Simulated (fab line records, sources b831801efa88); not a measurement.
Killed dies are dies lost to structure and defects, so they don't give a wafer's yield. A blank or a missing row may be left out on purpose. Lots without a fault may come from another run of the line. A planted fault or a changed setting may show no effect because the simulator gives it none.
Split-lot experiment | flow sky130 | 5 lots, 23 wafers read, on a route of 708 steps

THE SPLIT
At SKY_METAL2_SPUTTER_02 (material AlCu, target thk 250 nm, time 13.3 s), the setting time_s was moved away from the recipe's 13.3 s on 9 of the 23 wafers read, by -10.7% to +8.9%. The other wafers ran this setting at the recipe's value.

FROM THE SPLIT TO THE READING: what the file shows between them, 3 steps
- SKY_METAL2_SPUTTER_03: material Ti, target thk 5 nm, time 3.3 s
- SKY_METAL2_SPUTTER_04: material TiN, target thk 70 nm, time 58.3 s
- SKY_METAL2_RS_MEAS_05: measures by four-point-probe

THE READING
METAL2_ALCU_THK, in nm, at SKY_METAL2_THK_MEAS_06 (measures by xrf). Fault-free wafers of this fab line usually give 248 nm, standard deviation 4.6 nm.

wafer  | tool, chamber at the split | time_s as run, s | against the recipe | METAL2_ALCU_THK, nm | against lot-mates on the recipe
L076.2 | pvd_sputter-02, -          | 13.3             | recipe             | 241                 | -
L076.3 | pvd_sputter-02, -          | 14.48            | +8.9%              | 265                 | +24
L076.4 | pvd_sputter-02, -          | 14.48            | +8.9%              | 263                 | +22
L076.5 | pvd_sputter-02, -          | 13.3             | recipe             | 242                 | -
L076.6 | pvd_sputter-02, -          | 14.48            | +8.9%              | 267                 | +26
L075.1 | pvd_sputter-01, -          | 11.88            | -10.7%             | 224                 | -24
L075.2 | pvd_sputter-01, -          | 11.88            | -10.7%             | 222                 | -26
L075.3 | pvd_sputter-01, -          | 13.3             | recipe             | 246                 | -
L075.5 | pvd_sputter-01, -          | 13.3             | recipe             | 250                 | -
L075.6 | pvd_sputter-01, -          | 11.88            | -10.7%             | 222                 | -26
L079.3 | pvd_sputter-04, -          | 13.3             | recipe             | 249                 | -
L079.5 | pvd_sputter-04, -          | 13.3             | recipe             | 246                 | -
L079.6 | pvd_sputter-04, -          | 13.3             | recipe             | 248                 | -
L082.1 | pvd_sputter-04, -          | 13.3             | recipe             | 249                 | -
L082.2 | pvd_sputter-04, -          | 13.3             | recipe             | 243                 | -
L082.3 | pvd_sputter-04, -          | 13.3             | recipe             | 250                 | -
L082.4 | pvd_sputter-04, -          | 13.3             | recipe             | 247                 | -
L082.5 | pvd_sputter-04, -          | 13.3             | recipe             | 240                 | -
L084.1 | pvd_sputter-01, -          | 12.13            | -8.8%              | 231                 | -24
L084.2 | pvd_sputter-01, -          | 12.13            | -8.8%              | 233                 | -22
L084.4 | pvd_sputter-01, -          | 13.3             | recipe             | 255                 | -
L084.5 | pvd_sputter-01, -          | 13.3             | recipe             | 255                 | -
L084.6 | pvd_sputter-01, -          | 12.13            | -8.8%              | 231                 | -24

THE FIT
A straight line over all 23 wafers: METAL2_ALCU_THK changes by +2.06 nm for each +1% of time_s; r = +0.95; the points scatter about the line by 4 nm.
The same after taking each lot's own level away (the mean of its wafers on the recipe; 23 wafers): +2.54 nm for each +1%; r = +0.99; scatter 2.3 nm.
On that fit, the largest move of time_s shifts the reading by 27 nm.
The lots' own levels span 241.5 to 255.0 nm, that is 2.9 times the standard deviation above.
So the lot-to-lot level changes the slope: the two fits differ.
Check: with one of the wafers moved furthest among these (-10.7%) left out of the fit, the line predicts -27.5 nm for it against its lot-mates. It came out at -24 nm against them.

OTHER SPLITS ON THESE WAFERS
These wafers also went through other splits before the reading. Each is held against what the fit with the lots' levels taken away leaves over:
other split on the same wafers                   | wafers away from the commonest value | r with METAL2_ALCU_THK (lot level and that fit taken away)
SKY_LOCAL_INTERCONNECT_DEVELOP_10 develop_time_s | 8                                    | -0.17
SKY_CONTACT_CMP_27 t_overpolish_s                | 8                                    | +0.18
SKY_VIA1_HDPCVD_00 sih4_flow_sccm                | 8                                    | -0.36

THE WHOLE CHAIN: every reading that the file lists as answering this split, in the file's order
step                   | what it does                                  | reading                                                                           | change (the file's fit)              | r (the file's)
SKY_METAL2_SPUTTER_02  | material AlCu, target thk 250 nm, time 13.3 s | AlCu_of_METAL2_SPUTTER_02.thk_nm (the simulator's own value, which no gauge read) | +2.55 nm for each +1% of the setting | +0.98
SKY_METAL2_RS_MEAS_05  | measures by four-point-probe                  | METAL2_ALCU_RS                                                                    | -0.00139 for each +1% of the setting | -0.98
SKY_METAL2_THK_MEAS_06 | measures by xrf                               | METAL2_ALCU_THK                                                                   | +2.56 for each +1% of the setting    | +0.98

THE FILE'S OWN FIT
METAL2_ALCU_THK changes by +2.56 nm for each +1% of time_s, r = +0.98.
